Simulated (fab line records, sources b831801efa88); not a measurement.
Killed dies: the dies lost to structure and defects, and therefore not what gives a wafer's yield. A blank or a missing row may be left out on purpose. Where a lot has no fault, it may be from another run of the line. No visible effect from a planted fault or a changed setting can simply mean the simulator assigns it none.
fab line records | flow sky130
record lots=6 | wafers=18 | last-day=49
route steps=708 shown METAL4@622
lots untouched by any fault: they come from a run of this same line in which no faults occurred
start-h: the number of hours between the record's first day and the start of the first shown wafer of the lot | wait-h: hours from the lot's prior step to this one | " as in the row above | L1.1+2: a row that stands for several wafers | - no value, or no start was given | * or withheld: withheld | < > ~ a bound
route shown NAME@n: NAME is a module with steps in the file, n the number in the route of the first one | usual: the fault-free wafers' mean and standard deviation | same: alike in all rows | chamber/n: place in a boat | sites: each site's reading | _std_site: how widely they spread, as a standard deviation | _edge_site: outer sites' mean less inner sites' | radius-mm: for every site, how far away it sits from the centre of the wafer | mask NAME#n: copy n | behind: the tool/chamber that last shaped the wafer | hold: reason for holding the lot/hours on hold/outcome of the hold | device: transistor that didn't switch, given as n, p or np | end of line: tests run on the same wafers once the route is complete | for a step that has no rows: nothing shown but its recipe | killed: not the wafer's yield, but the dies lost to structure and defects at the first sort | map: a wafer's dies, marking killed ones x, the rest . and places with no die _
set.NAME: the setting that was run; set.NAME@STEP: the one run at that earlier step | model.NAME: the simulator's own value behind a step, which no gauge read
lots seen at some steps along the route; tables by step, rows by wafer
services: the hour from which a tool's chamber was out of use, counted from the record's first day as start-h (under 0 if before that day), plus the number of hours and why
## steps
# step SKY_METAL4_HMDS_06
# recipe prime-time-s=60 | prime-temp-c=120
# step SKY_METAL4_COAT_07
# recipe resist=BARC | temp-c=withheld | time-s=withheld | spin-rpm=3000 | resist-thk-nm=60
# step SKY_METAL4_COAT_08
# recipe resist=KrF-thick | spin-rpm=3000 | resist-thk-nm=1140
# step SKY_METAL4_SOFTBAKE_09
# recipe temp-c=100 | time-s=90 | resist=KrF-thick
# step SKY_METAL4_EXPOSE_10
# recipe mask-id=MM4 | na=0.68 | source-shape=annular | sigma-inner=0.4 | sigma-outer=0.8 | target-cd-nm=300 | dose-mj=28
# step SKY_METAL4_PEB_11
# recipe peb-temp-c=withheld | peb-time-s=withheld | resist=KrF-thick
# step SKY_METAL4_DEVELOP_12
# recipe develop-time-s=57.68 | resist=KrF-thick | dev-temp-c=21
# step SKY_METAL4_CD_MEAS_13
# recipe target-cd-nm=300
# usual cd-nm=299.9/1.5
lot.wafer | tool      | chamber | start-h | wait-h | cd-nm
L717.1    | cd-sem-02 | -       | 999.93  | -      | 300.4
L717.2    | "         | -       | "       | "      | 298.8
L717.5    | "         | -       | "       | "      | 300.5
L724.2    | cd-sem-02 | -       | 1044.05 | -      | 300.1
L724.3    | "         | -       | "       | "      | 298.4
L724.5    | "         | -       | "       | "      | 297.5
L725.2    | cd-sem-01 | -       | 1053.86 | -      | 299.6
L725.4    | "         | -       | "       | "      | 301.1
L725.6    | "         | -       | "       | "      | 301.0
L727.1    | cd-sem-01 | -       | 1059.14 | -      | 299.1
L727.3    | "         | -       | "       | "      | 298.6
L727.5    | "         | -       | "       | "      | 298.6
L735.2    | cd-sem-02 | -       | 1108.85 | -      | 299.1
L735.3    | "         | -       | "       | "      | 299.5
L735.5    | "         | -       | "       | "      | 300.6
L736.2    | cd-sem-02 | -       | 1123.50 | -      | 302.0
L736.4    | "         | -       | "       | "      | 300.3
L736.5    | "         | -       | "       | "      | 301.1
# step SKY_METAL4_OVL_MEAS_14
# usual METAL4_OVL=0/5.3
lot.wafer | tool       | chamber | start-h | wait-h | METAL4_OVL[nm]
L717.1    | overlay-02 | -       | 1000.05 | 0.1    | 11
L717.2    | "          | -       | "       | "      | 10
L717.5    | "          | -       | "       | "      | 7
L724.2    | overlay-01 | -       | 1044.16 | 0.1    | -6
L724.3    | "          | -       | "       | "      | 7
L724.5    | "          | -       | "       | "      | 4
L725.2    | overlay-01 | -       | 1053.97 | 0.1    | 3
L725.4    | "          | -       | "       | "      | 1
L725.6    | "          | -       | "       | "      | 3
L727.1    | overlay-02 | -       | 1059.26 | 0.1    | 2
L727.3    | "          | -       | "       | "      | 3
L727.5    | "          | -       | "       | "      | 5
L735.2    | overlay-02 | -       | 1108.96 | 0.1    | 6
L735.3    | "          | -       | "       | "      | -1
L735.5    | "          | -       | "       | "      | -8
L736.2    | overlay-01 | -       | 1123.61 | 0.1    | 0
L736.4    | "          | -       | "       | "      | -1
L736.5    | "          | -       | "       | "      | 9
# step SKY_METAL4_DESCUM_15
# recipe chemistry=O2 | source-power-w=150 | bias-power-w=0 | pressure-mtorr=10 | temp-c=40 | time-s=8
# usual drypump-motor-current-A=5.64/0.26 | oes-product-au=0.998/0.011 | rf-fwd-power-W=147.1/0.76
lot.wafer | tool         | chamber | start-h | wait-h | drypump-motor-current-A | oes-product-au | rf-fwd-power-W | rf-hours-counter-h
L717.1    | rie-metal-04 | 0       | 1000.09 | 0.0    | 5.38                    | 0.979          | 145.7          | 16
L717.2    | "            | 1       | "       | "      | 5.67                    | 1.001          | 146.9          | 18
L717.5    | "            | 0       | "       | "      | 5.37                    | 0.982          | 146.5          | -
L724.2    | rie-metal-02 | 1       | 1044.19 | 0.0    | 5.80                    | 0.993          | 147.7          | 20
L724.3    | "            | 0       | "       | "      | 5.64                    | 1.005          | 147.0          | -
L724.5    | "            | 0       | "       | "      | 5.63                    | 1.005          | 148.0          | -
L725.2    | rie-metal-01 | 0       | 1054.00 | 0.0    | 4.86                    | 0.996          | 148.0          | 23
L725.4    | "            | 1       | "       | "      | 5.97                    | 1.004          | 146.1          | -
L725.6    | "            | 1       | "       | "      | 5.99                    | 1.010          | 146.3          | -
L727.1    | rie-metal-02 | 0       | 1059.30 | 0.0    | 5.64                    | 1.004          | 146.7          | 18
L727.3    | "            | 1       | "       | "      | 5.78                    | 1.000          | 148.2          | -
L727.5    | "            | 0       | "       | "      | 5.66                    | 1.012          | 146.9          | -
L735.2    | rie-metal-01 | 1       | 1109.00 | 0.0    | 5.95                    | 1.012          | 146.1          | -
L735.3    | "            | 1       | "       | "      | 5.97                    | 1.002          | 146.0          | -
L735.5    | "            | 1       | "       | "      | 5.98                    | 1.015          | 145.5          | -
L736.2    | rie-metal-04 | 1       | 1123.64 | 0.0    | 5.68                    | 1.005          | 145.7          | 26
L736.4    | "            | 1       | "       | "      | 5.65                    | 1.001          | 145.6          | -
L736.5    | "            | 1       | "       | "      | 5.67                    | 0.997          | 146.1          | -
# step SKY_METAL4_ETCH_16
# recipe chemistry=N2/H2 | target=BARC | ion-energy-ev=200 | bias-w=100 | pressure-mtorr=30 | n2-flow-sccm=100 | h2-flow-sccm=200 | icp-w=500 | stop-on=SiO2 | time-s=88.2 | target-depth-a=600
# usual drypump-motor-current-A=5.65/0.27 | oes-product-au=0.626/0.0043 | rf-fwd-power-W=496.8/1.6 | throttle-valve-pct=13.206/0.0097
lot.wafer | tool         | chamber | start-h | wait-h | drypump-motor-current-A | oes-product-au | rf-fwd-power-W | rf-hours-counter-h | throttle-valve-pct
L717.1    | rie-metal-04 | 0       | 1000.12 | 0.0    | 5.36                    | 0.624          | 497.1          | 16                 | 13.193
L717.2    | "            | 1       | "       | "      | 5.68                    | 0.620          | 496.9          | 18                 | 13.219
L717.5    | "            | 0       | "       | "      | 5.35                    | 0.625          | 495.8          | -                  | 13.211
L724.2    | rie-metal-02 | 1       | 1044.22 | 0.0    | 5.80                    | 0.629          | 496.3          | 20                 | 13.205
L724.3    | "            | 0       | "       | "      | 5.64                    | 0.629          | 497.8          | -                  | 13.200
L724.5    | "            | 0       | "       | "      | 5.66                    | 0.627          | 499.1          | -                  | 13.193
L725.2    | rie-metal-01 | 0       | 1054.03 | 0.0    | 4.92                    | 0.619          | 499.1          | 23                 | 13.208
L725.4    | "            | 1       | "       | "      | 5.97                    | 0.621          | 494.3          | -                  | 13.190
L725.6    | "            | 1       | "       | "      | 5.97                    | 0.623          | 494.6          | -                  | 13.211
L727.1    | rie-metal-02 | 0       | 1059.33 | 0.0    | 5.63                    | 0.617          | 496.6          | 18                 | 13.204
L727.3    | "            | 1       | "       | "      | 5.80                    | 0.627          | 496.9          | -                  | 13.196
L727.5    | "            | 0       | "       | "      | 5.66                    | 0.625          | 498.0          | -                  | 13.213
L735.2    | rie-metal-01 | 1       | 1109.09 | 0.1    | 6.03                    | 0.626          | 496.8          | -                  | 13.199
L735.3    | "            | 1       | "       | "      | 6.03                    | 0.627          | 495.1          | -                  | 13.207
L735.5    | "            | 1       | "       | "      | 6.03                    | 0.631          | 494.0          | -                  | 13.204
L736.2    | rie-metal-04 | 1       | 1123.67 | 0.0    | 5.70                    | 0.628          | 495.4          | 26                 | 13.200
L736.4    | "            | 1       | "       | "      | 5.70                    | 0.629          | 495.5          | -                  | 13.202
L736.5    | "            | 1       | "       | "      | 5.67                    | 0.624          | 493.8          | -                  | 13.203
# step SKY_METAL4_ETCH_17
# recipe target=SiO2 | stop-on=TiN | chemistry=C4F8/O2/Ar | source-w=1500 | bias-w=1200 | pressure-mtorr=40 | c4f8-flow-sccm=withheld | O2_flow_sccm=6 | Ar_flow_sccm=300 | time-s=3.9 | target-depth-a=150
# usual oes-product-au=0.754/0.0078 | rf-fwd-power-W=1465/6.2
lot.wafer | tool        | chamber | start-h | wait-h | oes-product-au | rf-fwd-power-W | rf-hours-counter-h
L717.1    | rie-diel-04 | 0       | 1000.22 | 0.1    | 0.751          | 1459           | 25
L717.2    | "           | 1       | "       | "      | 0.757          | 1466           | 11
L717.5    | "           | 2       | "       | "      | 0.760          | 1467           | -
L724.2    | rie-diel-03 | 0       | 1044.32 | 0.1    | 0.761          | 1469           | 27
L724.3    | "           | 2       | "       | "      | 0.765          | 1473           | 13
L724.5    | "           | 0       | "       | "      | 0.754          | 1470           | -
L725.2    | rie-diel-04 | 2       | 1054.13 | 0.1    | 0.747          | 1477           | 24
L725.4    | "           | 3       | "       | "      | 0.753          | 1458           | 9
L725.6    | "           | 3       | "       | "      | 0.755          | 1463           | -
L727.1    | rie-diel-02 | 0       | 1059.43 | 0.1    | 0.739          | 1466           | 7
L727.3    | "           | 0       | "       | "      | 0.753          | 1465           | -
L727.5    | "           | 2       | "       | "      | 0.735          | 1462           | -
L735.2    | rie-diel-02 | 1       | 1109.25 | 0.1    | 0.754          | 1462           | 23
L735.3    | "           | 3       | "       | "      | 0.753          | 1468           | 10
L735.5    | "           | 0       | "       | "      | 0.753          | 1466           | -
L736.2    | rie-diel-02 | 2       | 1123.77 | 0.1    | 0.754          | 1460           | 24
L736.4    | "           | 0       | "       | "      | 0.754          | 1467           | -
L736.5    | "           | 3       | "       | "      | 0.761          | 1466           | -
# step SKY_METAL4_METAL_ETCH_18
# recipe target-depth-a=8450 | stop-on=SiO2 | over-etch-frac=0.3 | time-s=183.1 | chemistry=Cl2/BCl3 | resist-sidewall-deg=88 | pressure-mtorr=10 | icp-w=900 | bias-w=48.5 | Cl2_flow_sccm=60 | bcl3-flow-sccm=30
# usual drypump-motor-current-A=5.5/0.39 | oes-product-au=0.866/0.0073 | rf-fwd-power-W=897.8/2.8 | throttle-valve-pct=22.264/0.0094
lot.wafer | tool         | chamber | start-h | wait-h | drypump-motor-current-A | oes-product-au | rf-fwd-power-W | rf-hours-counter-h | throttle-valve-pct | model.KrF-thick_of_METAL4_COAT_08.thk-nm | model.etch.depth-nm | model.METAL4.feature-depth-nm
L717.1    | rie-metal-02 | 1       | 1000.24 | 0.0    | 5.8                     | 0.863          | 900.5          | 18                 | 22.270             | 535.1                                    | 869                 | 869
L717.2    | "            | 0       | "       | "      | 5.6                     | 0.861          | 895.4          | 14                 | 22.266             | 523.8                                    | 858.6               | 858.6
L717.5    | "            | 1       | "       | "      | 5.8                     | 0.858          | 905.7          | -                  | 22.285             | 531.8                                    | 855.5               | 855.5
L724.2    | rie-metal-01 | 0       | 1044.34 | 0.0    | 4.9                     | 0.865          | 897.8          | 22                 | 22.262             | 522.1                                    | 860.7               | 860.7
L724.3    | "            | 1       | "       | "      | 6.0                     | 0.874          | 898.0          | -                  | 22.247             | 523.8                                    | 869.1               | 869.1
L724.5    | "            | 0       | "       | "      | 4.9                     | 0.863          | 896.8          | -                  | 22.256             | 530                                      | 868.8               | 868.8
L725.2    | rie-metal-02 | 0       | 1054.15 | 0.0    | 5.6                     | 0.871          | 892.4          | 17                 | 22.253             | 514.6                                    | 868.7               | 868.7
L725.4    | "            | 0       | "       | "      | 5.6                     | 0.876          | 896.7          | -                  | 22.264             | 519.6                                    | 877.4               | 877.4
L725.6    | "            | 0       | "       | "      | 5.6                     | 0.878          | 890.3          | -                  | 22.265             | 516.4                                    | 873.7               | 873.7
L727.1    | rie-metal-04 | 0       | 1059.46 | 0.0    | 5.4                     | 0.865          | 893.1          | 19                 | 22.260             | 537.5                                    | 873.9               | 873.9
L727.3    | "            | 1       | "       | "      | 5.7                     | 0.871          | 898.8          | -                  | 22.274             | 525.3                                    | 867.1               | 867.1
L727.5    | "            | 0       | "       | "      | 5.4                     | 0.868          | 891.7          | -                  | 22.270             | 537.7                                    | 872.3               | 872.3
L735.2    | rie-metal-02 | 0       | 1109.27 | 0.0    | 5.7                     | 0.856          | 895.3          | 22                 | 22.281             | 654.7                                    | 842.3               | 842.3
L735.3    | "            | 0       | "       | "      | 5.7                     | 0.848          | 900.3          | -                  | 22.252             | 662.3                                    | 833.9               | 833.9
L735.5    | "            | 1       | "       | "      | 5.8                     | 0.834          | 901.0          | -                  | 22.248             | 669.1                                    | 813.5               | 813.5
L736.2    | rie-metal-02 | 1       | 1123.79 | 0.0    | 5.8                     | 0.842          | 895.4          | 26                 | 22.250             | 672.6                                    | 819.1               | 819.1
L736.4    | "            | 0       | "       | "      | 5.6                     | 0.860          | 896.8          | -                  | 22.274             | 663.4                                    | 844.9               | 844.9
L736.5    | "            | 0       | "       | "      | 5.6                     | 0.858          | 900.8          | -                  | 22.254             | 658.9                                    | 841.8               | 841.8
# step SKY_METAL4_STRIP_19
# recipe chemistry=O2/N2 | power-w=1400 | pressure-mtorr=1500 | platen-temp-c=withheld | o2-flow-sccm=3000 | n2-flow-sccm=300 | overash-fraction=0.5
# usual drypump-motor-current-A=5.74/0.24 | oes-product-au=0.502/0.0064 | strip-time-to-endpoint-s=6.55/0.097
lot.wafer | tool            | chamber | start-h | wait-h | drypump-motor-current-A | oes-product-au | rf-hours-counter-h | strip-time-to-endpoint-s
L717.1    | plasma-asher-02 | 0       | 1000.42 | 0.1    | 6.01                    | 0.499          | 122                | 6.62
L717.2    | "               | 1       | "       | "      | 5.75                    | 0.507          | 122                | 6.49
L717.5    | "               | 0       | "       | "      | 6.00                    | 0.506          | -                  | 6.59
L724.2    | plasma-asher-01 | 0       | 1044.52 | 0.1    | 6.23                    | 0.502          | 60                 | 6.48
L724.3    | "               | 0       | "       | "      | 6.23                    | 0.501          | -                  | 6.51
L724.5    | "               | 0       | "       | "      | 6.21                    | 0.506          | -                  | 6.56
L725.2    | plasma-asher-03 | 0       | 1054.38 | 0.2    | 5.51                    | 0.496          | 89                 | 6.39
L725.4    | "               | 0       | "       | "      | 5.50                    | 0.500          | -                  | 6.45
L725.6    | "               | 0       | "       | "      | 5.51                    | 0.497          | -                  | 6.42
L727.1    | plasma-asher-03 | 1       | 1059.69 | 0.2    | 5.55                    | 0.505          | 90                 | 6.64
L727.3    | "               | 0       | "       | "      | 5.49                    | 0.496          | -                  | 6.51
L727.5    | "               | 0       | "       | "      | 5.51                    | 0.514          | -                  | 6.64
L735.2    | plasma-asher-03 | 1       | 1109.45 | 0.1    | 5.59                    | 0.552          | 95                 | 7.80
L735.3    | "               | 0       | "       | "      | 5.48                    | 0.555          | -                  | 7.88
L735.5    | "               | 0       | "       | "      | 5.52                    | 0.556          | -                  | 7.93
L736.2    | plasma-asher-03 | 0       | 1123.97 | 0.1    | 5.48                    | 0.557          | 96                 | 7.98
L736.4    | "               | 0       | "       | "      | 5.50                    | 0.554          | -                  | 7.87
L736.5    | "               | 0       | "       | "      | 5.49                    | 0.553          | -                  | 7.83
# step SKY_METAL4_STRIP_20
# recipe chemistry=post-etch-residue-remover | time-s=1200 | temp-c=72.5
## services
tool            | chamber | start-h | hours | kind
plasma-asher-02 | -       | 987.02  | 7.0   | repair
plasma-asher-03 | -       | 993.62  | 0.8   | repair
rie-metal-01    | -       | 995.67  | 4.0   | pm
rie-diel-03     | 1       | 998.43  | 5.3   | repair
plasma-asher-02 | -       | 999.27  | 0.7   | repair
rie-metal-01    | -       | 999.88  | 1.0   | repair
rie-diel-03     | -       | 1013.59 | 2.8   | pm
plasma-asher-02 | -       | 1017.07 | 4.1   | repair
rie-metal-01    | 1       | 1018.16 | 5.2   | repair
rie-diel-02     | 3       | 1022.15 | 41.1  | repair
plasma-asher-03 | -       | 1035.67 | 2.9   | repair
rie-metal-01    | -       | 1047.35 | 2.8   | pm
plasma-asher-02 | -       | 1055.25 | 9.0   | pm
rie-diel-04     | -       | 1055.68 | 28.1  | pm
rie-diel-02     | 1       | 1058.58 | 5.4   | repair
plasma-asher-02 | -       | 1066.42 | 3.0   | repair
rie-metal-01    | 0       | 1090.15 | -     | clean
rie-metal-01    | 0       | 1090.15 | 22.3  | scheduled-down
rie-metal-01    | 0       | 1090.15 | 22.3  | vent-cycle
plasma-asher-02 | -       | 1109.41 | 3.9   | repair
rie-metal-02    | -       | 1109.75 | 1.4   | pm
rie-diel-02     | 1       | 1116.62 | -     | clean
rie-diel-02     | 1       | 1116.62 | 25.9  | scheduled-down
rie-diel-02     | 1       | 1116.62 | 25.9  | vent-cycle
## key
first-sign step=SKY_METAL4_METAL_ETCH_18 | reading=oes-product-au | direction=down | sigmas=2.2 | usual=0.866 | struck=0.850 | wafers-moved=4
effect step=SKY_METAL4_STRIP_19 | reading=strip-time-to-endpoint-s | direction=up | sigmas=14 | usual=* | struck=*
model-effect step=SKY_METAL4_METAL_ETCH_18 | value=KrF-thick_of_METAL4_COAT_08.thk-nm | without=532.2 | struck=663.5
met-at SKY_METAL4_METAL_ETCH_18
struck-wafers L735.2,L735.3,L735.5,L736.2,L736.4,L736.5
later-rows-left-out L735.3,L735.5,L736.2,L736.4,L736.5
sort-left-out L735.2,L735.3,L735.5,L736.2,L736.4,L736.5
onset-between 1054.15 1109.27
also-fits time
fault kind=process-parameter-drift | tool=rie-metal-02 | chamber=- | onset-h=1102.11 | steps=SKY_METAL4_METAL_ETCH_18 | channel=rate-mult | offset=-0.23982 | shape=step | end-h=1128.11
# sort-left-out: the simulated sort isn't trusted on such a fault, so these wafers' sort isn't shown, and their yield isn't known
# later-rows-left-out: the simulator's readings of these wafers behind a module that went badly wrong aren't trusted and aren't shown, but for the sort
